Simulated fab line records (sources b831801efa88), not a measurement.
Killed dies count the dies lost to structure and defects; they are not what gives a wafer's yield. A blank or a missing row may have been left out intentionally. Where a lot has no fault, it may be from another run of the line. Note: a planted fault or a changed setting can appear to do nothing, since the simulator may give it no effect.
What tool caused it? / flow sky130 / 30 wafers from 10 lots sampled at 6 of the route's 708 steps

WHAT EACH GAUGE READ, for each wafer
SKY_SD_N_CD_MEAS_07: the cd target is 380 nm. Usual: 379.8 nm for cd nm, sd 2.6.
lot=L652; measured=day 27 18:21; on=cd sem-01; cd nm (nm)=379.7 380.5 381.1; flag=
lot=L655; measured=day 28 19:16; on=cd sem-02; cd nm (nm)=378.9 380.1 378.5; flag=
lot=L656; measured=day 29 14:39; on=cd sem-01; cd nm (nm)=380.2 381.5 382.2; flag=
lot=L657; measured=day 29 17:37; on=cd sem-02; cd nm (nm)=383.2 382.3 382.6; flag=
lot=L664; measured=day 32 02:19; on=cd sem-01; cd nm (nm)=379.5 381.8 380.3; flag=
lot=L668; measured=day 33 10:45; on=cd sem-01; cd nm (nm)=376.9 377.0 378.4; flag=
lot=L669; measured=day 34 07:56; on=cd sem-02; cd nm (nm)=381.4 382.1 383.7; flag=
lot=L672; measured=day 34 17:06; on=cd sem-01; cd nm (nm)=376.5 376.2 375.7; flag=
lot=L674; measured=day 35 04:53; on=cd sem-02; cd nm (nm)=380.4 379.4 378.1; flag=
lot=L675; measured=day 35 09:40; on=cd sem-02; cd nm (nm)=377.5 380.5 378.4; flag=

SKY_METAL1_RS_MEAS_05: measures by four-point-probe. Usual: METAL1_ALCU_RS 0.1270 ohm/sq, standard deviation 0.0011.
lot=L652; measured=day 31 13:19; on=film metro-04; METAL1_ALCU_RS (ohm/sq)=0.1266 0.1270 0.1266; flag=
lot=L655; measured=day 32 13:21; on=film metro-04; METAL1_ALCU_RS (ohm/sq)=0.1279 0.1263 0.1266; flag=
lot=L656; measured=day 33 08:39; on=film metro-01; METAL1_ALCU_RS (ohm/sq)=0.1278 0.1270 0.1270; flag=
lot=L657; measured=day 33 10:17; on=film metro-02; METAL1_ALCU_RS (ohm/sq)=0.1279 0.1270 0.1253; flag=
lot=L664; measured=day 35 16:59; on=film metro-02; METAL1_ALCU_RS (ohm/sq)=0.1221 0.1274 0.1276; flag=
lot=L668; measured=day 37 01:02; on=film metro-04; METAL1_ALCU_RS (ohm/sq)=0.1267 0.1255 0.1262; flag=
lot=L669; measured=day 37 20:52; on=film metro-01; METAL1_ALCU_RS (ohm/sq)=0.1243 0.1255 0.1257; flag=
lot=L672; measured=day 38 06:37; on=film metro-01; METAL1_ALCU_RS (ohm/sq)=0.1268 0.1264 0.1256; flag=
lot=L674; measured=day 38 17:18; on=film metro-01; METAL1_ALCU_RS (ohm/sq)=0.1272 0.1282 0.1270; flag=
lot=L675; measured=day 38 22:48; on=film metro-04; METAL1_ALCU_RS (ohm/sq)=0.1275 0.1278 0.1282; flag=

SKY_METAL1_THK_MEAS_06: measures by xrf. Usual: METAL1_ALCU_THK 249.2 nm, standard deviation 2.6.
lot=L652; measured=day 31 13:26; on=film metro-04; METAL1_ALCU_THK (nm)=249.6 249.3 249.9; flag=
lot=L655; measured=day 32 13:28; on=film metro-04; METAL1_ALCU_THK (nm)=250.0 249.9 251.0; flag=
lot=L656; measured=day 33 08:46; on=film metro-01; METAL1_ALCU_THK (nm)=248.9 250.4 249.8; flag=
lot=L657; measured=day 33 10:24; on=film metro-02; METAL1_ALCU_THK (nm)=246.5 246.4 250.7; flag=
lot=L664; measured=day 35 17:05; on=film metro-02; METAL1_ALCU_THK (nm)=259.2 249.9 248.7; flag=
lot=L668; measured=day 37 01:10; on=film metro-04; METAL1_ALCU_THK (nm)=248.7 253.8 250.8; flag=
lot=L669; measured=day 37 20:59; on=film metro-01; METAL1_ALCU_THK (nm)=254.5 251.6 252.1; flag=
lot=L672; measured=day 38 06:44; on=film metro-01; METAL1_ALCU_THK (nm)=249.0 252.2 251.7; flag=
lot=L674; measured=day 38 17:25; on=film metro-01; METAL1_ALCU_THK (nm)=249.8 247.1 248.7; flag=
lot=L675; measured=day 38 22:55; on=film metro-04; METAL1_ALCU_THK (nm)=248.3 248.2 248.3; flag=

WHAT TOOL EACH LOT RAN ON (gives the tool, then ch and the chambers of the sampled wafers, and finally the start)
lot=L652; SKY_LI_CONTACT_ETCH_14=rie diel-03 ch 0,1, day 29 01:29; SKY_METAL1_SPUTTER_01=pvd sputter-03, day 31 13:13; SKY_METAL1_SPUTTER_02=pvd sputter-03, day 31 13:14
lot=L655; SKY_LI_CONTACT_ETCH_14=rie diel-01 ch 1,3, day 30 01:11; SKY_METAL1_SPUTTER_01=pvd sputter-03, day 32 13:13; SKY_METAL1_SPUTTER_02=pvd sputter-03, day 32 13:14
lot=L656; SKY_LI_CONTACT_ETCH_14=rie diel-01 ch 1,3, day 30 20:41; SKY_METAL1_SPUTTER_01=pvd sputter-03, day 33 08:32; SKY_METAL1_SPUTTER_02=pvd sputter-03, day 33 08:34
lot=L657; SKY_LI_CONTACT_ETCH_14=rie diel-04 ch 0,1,3, day 30 22:50; SKY_METAL1_SPUTTER_01=pvd sputter-03, day 33 10:10; SKY_METAL1_SPUTTER_02=pvd sputter-03, day 33 10:11
lot=L664; SKY_LI_CONTACT_ETCH_14=rie diel-03 ch 0,1,2, day 33 07:59; SKY_METAL1_SPUTTER_01=pvd sputter-03, day 35 16:50; SKY_METAL1_SPUTTER_02=pvd sputter-03, day 35 16:52
lot=L668; SKY_LI_CONTACT_ETCH_14=rie diel-04 ch 0,1,2, day 34 15:29; SKY_METAL1_SPUTTER_01=pvd sputter-04, day 37 00:55; SKY_METAL1_SPUTTER_02=pvd sputter-04, day 37 00:57
lot=L669; SKY_LI_CONTACT_ETCH_14=rie diel-03 ch 0,3, day 35 12:53; SKY_METAL1_SPUTTER_01=pvd sputter-04, day 37 20:44; SKY_METAL1_SPUTTER_02=pvd sputter-04, day 37 20:46
lot=L672; SKY_LI_CONTACT_ETCH_14=rie diel-01 ch 0,2, day 35 22:02; SKY_METAL1_SPUTTER_01=pvd sputter-03, day 38 06:31; SKY_METAL1_SPUTTER_02=pvd sputter-03, day 38 06:32
lot=L674; SKY_LI_CONTACT_ETCH_14=rie diel-03 ch 1,2,3, day 36 08:26; SKY_METAL1_SPUTTER_01=pvd sputter-02, day 38 17:11; SKY_METAL1_SPUTTER_02=pvd sputter-02, day 38 17:13
lot=L675; SKY_LI_CONTACT_ETCH_14=rie diel-03 ch 0,2,3, day 36 13:47; SKY_METAL1_SPUTTER_01=pvd sputter-03, day 38 22:40; SKY_METAL1_SPUTTER_02=pvd sputter-03, day 38 22:41
- SKY_LI_CONTACT_ETCH_14: etches BARC in N2/H2, stops on SiO2, time 45.9 s, target depth 60 nm.
- SKY_METAL1_SPUTTER_01: material TiN, target thk 20 nm, time 16.7 s.
- SKY_METAL1_SPUTTER_02: material AlCu, target thk 250 nm, time 13.3 s.

WHAT THE TOOLS THEMSELVES READ (means of the sampled wafers that have a number; where no wafer has one, the mark that the record gives instead)
SKY_LI_CONTACT_ETCH_14. Usual: drypump motor current A 5.62 A, standard deviation 0.26; oes product au 0.856 a.u., standard deviation 0.0045; throttle valve pct 13.224 %, standard deviation 0.008.
lot=L652; tool=rie diel-03; drypump motor current A (A)=5.50; oes product au (a.u.)=0.854; throttle valve pct (%)=13.227; flag=
lot=L655; tool=rie diel-01; drypump motor current A (A)=5.66; oes product au (a.u.)=0.858; throttle valve pct (%)=13.222; flag=
lot=L656; tool=rie diel-01; drypump motor current A (A)=5.57; oes product au (a.u.)=0.858; throttle valve pct (%)=13.225; flag=
lot=L657; tool=rie diel-04; drypump motor current A (A)=5.81; oes product au (a.u.)=0.862; throttle valve pct (%)=13.212; flag=
lot=L664; tool=rie diel-03; drypump motor current A (A)=5.55; oes product au (a.u.)=0.854; throttle valve pct (%)=13.234; flag=
lot=L668; tool=rie diel-04; drypump motor current A (A)=5.73; oes product au (a.u.)=0.852; throttle valve pct (%)=13.229; flag=
lot=L669; tool=rie diel-03; drypump motor current A (A)=5.69; oes product au (a.u.)=0.848; throttle valve pct (%)=13.231; flag=
lot=L672; tool=rie diel-01; drypump motor current A (A)=5.88; oes product au (a.u.)=0.858; throttle valve pct (%)=13.224; flag=
lot=L674; tool=rie diel-03; drypump motor current A (A)=5.48; oes product au (a.u.)=0.853; throttle valve pct (%)=13.220; flag=
lot=L675; tool=rie diel-03; drypump motor current A (A)=5.61; oes product au (a.u.)=0.854; throttle valve pct (%)=13.223; flag=

SKY_METAL1_SPUTTER_01. Usual: cathode dc power W 6500.2 W, standard deviation 1.2; throttle valve pct 31.0 %, standard deviation 1.3.
lot=L652; tool=pvd sputter-03; cathode dc power W (W)=6499.2; throttle valve pct (%)=29.1; flag=
lot=L655; tool=pvd sputter-03; cathode dc power W (W)=6500.2; throttle valve pct (%)=30.6; flag=
lot=L656; tool=pvd sputter-03; cathode dc power W (W)=6500.4; throttle valve pct (%)=29.8; flag=
lot=L657; tool=pvd sputter-03; cathode dc power W (W)=6500.0; throttle valve pct (%)=31.0; flag=
lot=L664; tool=pvd sputter-03; cathode dc power W (W)=6499.6; throttle valve pct (%)=29.0; flag=
lot=L668; tool=pvd sputter-04; cathode dc power W (W)=6498.8; throttle valve pct (%)=31.8; flag=
lot=L669; tool=pvd sputter-04; cathode dc power W (W)=6500.0; throttle valve pct (%)=31.0; flag=
lot=L672; tool=pvd sputter-03; cathode dc power W (W)=6500.4; throttle valve pct (%)=30.8; flag=
lot=L674; tool=pvd sputter-02; cathode dc power W (W)=6501.2; throttle valve pct (%)=31.7; flag=
lot=L675; tool=pvd sputter-03; cathode dc power W (W)=6500.7; throttle valve pct (%)=30.5; flag=

SKY_METAL1_SPUTTER_02. Usual: cathode dc power W 10600 W, standard deviation 1.8; throttle valve pct 31.0 %, standard deviation 1.3.
lot=L652; tool=pvd sputter-03; cathode dc power W (W)=10600; throttle valve pct (%)=29.2; flag=
lot=L655; tool=pvd sputter-03; cathode dc power W (W)=10599; throttle valve pct (%)=30.7; flag=
lot=L656; tool=pvd sputter-03; cathode dc power W (W)=10599; throttle valve pct (%)=29.9; flag=
lot=L657; tool=pvd sputter-03; cathode dc power W (W)=10598; throttle valve pct (%)=31.0; flag=
lot=L664; tool=pvd sputter-03; cathode dc power W (W)=10754; throttle valve pct (%)=29.0; flag=OFF
lot=L668; tool=pvd sputter-04; cathode dc power W (W)=10600; throttle valve pct (%)=31.8; flag=
lot=L669; tool=pvd sputter-04; cathode dc power W (W)=10599; throttle valve pct (%)=30.9; flag=
lot=L672; tool=pvd sputter-03; cathode dc power W (W)=10599; throttle valve pct (%)=30.9; flag=
lot=L674; tool=pvd sputter-02; cathode dc power W (W)=10599; throttle valve pct (%)=31.8; flag=
lot=L675; tool=pvd sputter-03; cathode dc power W (W)=10600; throttle valve pct (%)=30.5; flag=

THE ANSWER, worked out from the rows above alone
Rule: a lot is off if the mean of its wafers that have a number lies more than 3 standard deviations from the usual mean. A lot without any number at a reading at which 4 lots or more have one is off too. Where the step has rows for the other lots, those lots are counted as sound. After the gauges, taken in route order, come the tools' own readings; for these a lot's mean is taken, as printed above. The first step at which some lot is off is used, and at that step the reading that is off furthest; a lot without a number counts as furthest.
Off: L664 (SKY_METAL1_SPUTTER_02, cathode dc power W).
If a tool, at that step or one of the process steps before it, ran each lot that is off and ran no sound lot following the first of them, it fits. No candidate that was tried fits.

WHAT WAS PUT IN BY THE SIMULATOR
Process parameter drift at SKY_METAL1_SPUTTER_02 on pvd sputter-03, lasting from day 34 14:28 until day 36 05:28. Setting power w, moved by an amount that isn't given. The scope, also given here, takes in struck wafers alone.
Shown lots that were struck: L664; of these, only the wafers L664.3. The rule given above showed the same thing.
